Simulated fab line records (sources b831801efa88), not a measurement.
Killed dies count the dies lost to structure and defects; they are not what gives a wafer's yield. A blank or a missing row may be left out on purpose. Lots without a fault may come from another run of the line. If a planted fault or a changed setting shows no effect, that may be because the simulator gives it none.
Struck lot and sound lot, side by side | flow sfq_line | 13 steps out of a route of 325
Sound: the wafers L115.3, L115.4, L115.5. Struck: wafer L114.1 (L114.2, L114.3, from the same lot, were not struck and are left out); the cause is given at the end.
For every step that has rows: the tool of each side, followed by ch and its chambers, followed by its first start. Under that, the readings that differ: sound wafers | struck wafers | difference of the means | sigmas: that difference in standard deviations of wafers without a fault.
alike: same words and numbers on both sides, and readings whose means sit less than 2 such deviations apart. not compared: any withheld reading, any reading some wafer has no value for, any bound like >300 that may hide the same value, and any number with overlapping values for which the record gives no deviation.
Wherever a step has rows on one side only, a row that says differs or no value, or a row with sigmas, the two part there. Numbers that have no deviation but don't overlap get no sigmas and don't part them. A reading missing from all wafers of one side parts the sides only when that side holds two or more wafers.

SFQ_TRILAYER_M6_DEP_SPUTTER_157: material Nb, target thk 200 nm, time 133.3 s.
  sound on pvd_sputter-03 at day 76 08:07; struck on pvd_sputter-06 at day 74 23:25
  alike: throttle_valve_pct
SFQ_M6_RS_MEAS_938: a four-point-probe measurement.
  sound on film_metro-01 at day 76 08:15; struck on film_metro-04 at day 74 23:31
  alike: M6_NB_RS
then, 6 steps without rows for these wafers: SFQ_TRILAYER_M6_LITHO_COAT_164 (resist thk 62 nm); SFQ_TRILAYER_M6_LITHO_COAT_159 (resist thk 600 nm); SFQ_TRILAYER_M6_LITHO_SOFTBAKE_163; SFQ_TRILAYER_M6_LITHO_EXPOSE_160 (exposes mask M6, target cd 500 nm); SFQ_TRILAYER_M6_LITHO_PEB_162 (peb time 60 s); SFQ_TRILAYER_M6_LITHO_DEVELOP_161 (time 60 s).
-- the record jumps here: 4 days lie between the struck wafers' starts before and after --
SFQ_M6_OVL_MEAS_940:
  sound on overlay-02 at day 78 13:23; struck on overlay-02 at day 78 12:11
  alike: M6_OVL
SFQ_TRILAYER_M6_BARC_OPEN_METAL_ETCH_206: etches BARC in O2, target depth 125 nm, time 41.7 s.
  sound on rie_metal-02 ch 0,1, day 78 13:26; struck on rie_metal-04 ch 1, day 78 12:13
  reading                | sound | struck | difference                   | sigmas
  rf_hours_counter_h (h) | - - - | 14     | no value on the sound wafers |
  alike: bias_w, drypump_motor_current_A, oes_product_au
SFQ_TRILAYER_M6_ETCH_METAL_ETCH_162: etches Nb in Cl2/Ar, stops on SiO2, target depth 240 nm, time 120 s.
  sound on rie_metal-02 ch 0,1, day 78 13:31; struck on rie_metal-04 ch 1, day 78 12:16
  reading                | sound | struck | difference                   | sigmas
  rf_hours_counter_h (h) | - - - | 14     | no value on the sound wafers |
  alike: bias_w, drypump_motor_current_A, oes_product_au
SFQ_TRILAYER_M6_STRIP_STRIP_163: strips in O2.
  sound on rie_metal-02 ch 0,1, day 78 13:48; struck on rie_metal-04 ch 1, day 78 12:24
  reading                | sound          | struck | difference                   | sigmas
  overash_fraction       | 0.65 0.65 0.65 | 0.39   | -0.26                        |
  rf_hours_counter_h (h) | - - -          | 14     | no value on the sound wafers |
  alike: drypump_motor_current_A, oes_product_au
then, 1 step without rows for these wafers: SFQ_TRILAYER_M6_STRIP_SOLV_CLEAN_164 (cleans in NMP, time 600 s).

== WHERE THEY PART ==
Earliest at SFQ_TRILAYER_M6_BARC_OPEN_METAL_ETCH_206; latest, in this record, at SFQ_TRILAYER_M6_STRIP_STRIP_163.

WHY: the cause the simulator had injected
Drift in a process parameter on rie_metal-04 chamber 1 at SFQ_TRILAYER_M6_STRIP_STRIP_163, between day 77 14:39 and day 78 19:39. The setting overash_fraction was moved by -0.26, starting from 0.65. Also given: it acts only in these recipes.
